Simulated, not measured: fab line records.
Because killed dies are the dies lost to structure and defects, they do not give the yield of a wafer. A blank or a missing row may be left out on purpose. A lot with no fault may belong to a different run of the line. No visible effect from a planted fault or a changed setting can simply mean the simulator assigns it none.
The tool behind it: which one? :: flow sky130 :: 6 lots, 18 wafers sampled, at 2 steps of a route of 708

## WHAT THE GAUGES READ, wafer by wafer
SKY_VIA4_THK_MEAS_01.
lot: L364
measured: day 42 05:49
on: filmMetro-01
VIA4_HDPCVD_THK (nm): 1734 1774 1769

lot: L372
measured: day 44 13:46
on: filmMetro-02
VIA4_HDPCVD_THK (nm): 1752 1759 1734

lot: L374
measured: day 45 02:29
on: filmMetro-02
VIA4_HDPCVD_THK (nm): 1369 1732 1312 1369 1734 1313

lot: L376
measured: day 45 16:19
on: filmMetro-04
VIA4_HDPCVD_THK (nm): 1736 1777 1761

lot: L383
measured: day 47 06:37
on: filmMetro-02
VIA4_HDPCVD_THK (nm): 1744 1739 1726

lot: L385
measured: day 47 14:02
on: filmMetro-01
VIA4_HDPCVD_THK (nm): 1769 1756 1788

## TOOL THAT RAN EACH LOT (tool first, then ch and the chambers of the sampled wafers, then the start)
lot: L364
SKY_VIA4_HDPCVD_00: hdpcvd-02 ch 0,1,2, day 42 05:41

lot: L372
SKY_VIA4_HDPCVD_00: hdpcvd-02 ch 0, day 44 13:29

lot: L374
SKY_VIA4_HDPCVD_00: hdpcvd-01 ch 0,2, day 45 02:18

lot: L376
SKY_VIA4_HDPCVD_00: hdpcvd-02 ch 0,1,2, day 45 16:08

lot: L383
SKY_VIA4_HDPCVD_00: hdpcvd-02 ch 0,1,2, day 47 06:26

lot: L385
SKY_VIA4_HDPCVD_00: hdpcvd-01 ch 0,1,2, day 47 13:50
- SKY_VIA4_HDPCVD_00: deposits SiO2, target thk 1750 nm, time 291.7 s.

## THE ANSWER, worked out from the rows above alone
Rule: usual is defined by the lots themselves. The widest of any qualifying gaps counts: lots, ordered by their means at a reading, are off when they make up no more than a third of the lots, leave a main group of 4 or more, and stand apart from it by 3 or more times the standard deviation of that group's means. A main group whose means are all the same, to the digits that the tables above print for the reading, isn't used. Also off: a lot with no number at a reading for which 4 or more lots have one. Where the step has rows for the other lots, those lots are counted as sound.
Off: L374, seen at SKY_VIA4_THK_MEAS_01 (VIA4_HDPCVD_THK). Main group: mean 1755 nm, sd 12.
A tool fits if, at a process step before that reading, it ran every lot that is off, and no sound lot after the first of them. Those tools and the gauges at SKY_VIA4_THK_MEAS_01 are tried in the same way. No candidate that was tried fits.

## WHAT THE SIMULATOR HAD INSERTED
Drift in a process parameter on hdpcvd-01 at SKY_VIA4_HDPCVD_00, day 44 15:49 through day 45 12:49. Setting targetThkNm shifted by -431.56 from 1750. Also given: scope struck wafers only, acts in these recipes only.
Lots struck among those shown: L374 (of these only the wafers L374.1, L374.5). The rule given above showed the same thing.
